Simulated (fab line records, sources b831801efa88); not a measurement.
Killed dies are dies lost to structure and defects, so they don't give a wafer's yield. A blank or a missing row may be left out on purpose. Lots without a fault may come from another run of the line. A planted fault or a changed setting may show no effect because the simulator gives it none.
Problem report in the 8D (eight disciplines) form, filled by code | flow gf180mcu | the parts of the form that need people (team, actions taken, sign-off) are left out

1. THE PROBLEM
V2_W_RS at GF_V2_RS_MEAS_24 reads a mean of 0.390 ohm/sq on 6 wafers of 2 lots; wafers without a fault read 0.326 ohm/sq with a standard deviation of 0.0048. That is +13 standard deviations from the usual mean.
The step: measures by four-point-probe.
First seen on wafer L530.2, day 25 17:08, on film_metro-02. The record holds 33 wafers of 11 lots with a number at this step. Rule for "out", or "out of limits": more than 4 standard deviations from the usual mean. The other wafers with a number count as sound.

2. WHAT IT IS AND WHAT IT IS NOT
question                    | is                           | is not
which readings at this step | V2_W_RS                      | -
which lots                  | L530, L532                   | L517, L519, L520, L522, L523, L531, L535, L537, L539
which wafers of those lots  | all that have a number       | -
read on which gauges        | film_metro-01, film_metro-02 | -
when                        | from day 25 17:08            | up to then (15 sound wafers); but 12 sound wafers of L531, L535, L537, L539 came after

3. SUSPECTS, AND WHAT RULES EACH OUT
Counting: a tool at a process step up to the reading stays a suspect if it ran every lot that is out and no sound lot after the first of them.
- the gauge at GF_V2_RS_MEAS_24: ruled out. The wafers that are out were read on 2 gauges (film_metro-01, film_metro-02).
- cvd_w-02 at GF_V2_CVD_23 (deposits W, target thk 350 nm, time 104.94 s): kept. It ran every lot that is out, first L530 (day 25 17:01), and no sound lot after that; its last sound lot up to then is L523 (day 23 05:29). Its own readings are out on those wafers: susceptor_temp_C.
Left after counting: cvd_w-02 at GF_V2_CVD_23.

4. THE CAUSE (what the simulator had put in)
Process parameter drift: cvd_w-02, from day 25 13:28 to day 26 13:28, at GF_V2_CVD_23. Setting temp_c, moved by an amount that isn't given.
Counting left only this tool.

5. THE CHAIN OF EFFECTS, in route order
Each row: a reading whose mean over the struck wafers that have a number lies more than 3 standard deviations from the usual. Only readings for which the record gives a usual standard deviation are gone through. hours: the time from each lot's start at the first step in this table that gives one to its start at this step, as a median over the lots. sigmas: the change in usual standard deviations.
hours | step              | reading            | usual        | on struck wafers | change | sigmas
0     | GF_V2_CVD_23      | susceptor_temp_C   | 400.02 C     | 390.66           | -9.36  | -43
0     | GF_V2_RS_MEAS_24  | V2_W_RS            | 0.326 ohm/sq | 0.390            | +0.064 | +13
0     | GF_V2_THK_MEAS_25 | V2_W_THK           | 348 nm       | 294              | -54    | -9.2
0     | GF_V2_CMP_26      | time_to_endpoint_s | 86 s         | 69               | -17    | -5.1
The process steps in it:
- GF_V2_CVD_23: deposits W, target thk 350 nm, time 104.94 s.
- GF_V2_CMP_26: polishes, stops on SiO2, t overpolish 15 s, target thk 0 nm.

6. WHAT WOULD HAVE CAUGHT IT SOONER
In this record the first reading out of limits at a measuring or inspecting step was taken at day 25 17:08, 4 hours after the fault began at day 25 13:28.
The tool's own readings at GF_V2_CVD_23 were out on every struck wafer that the step has a row for (susceptor_temp_C): an alarm limit on them would have fired on the first of those.
Of the lots that are out (2), L532 began GF_V2_CVD_23 on cvd_w-02 after day 25 17:08. A hold on the tool at that time would have spared it.
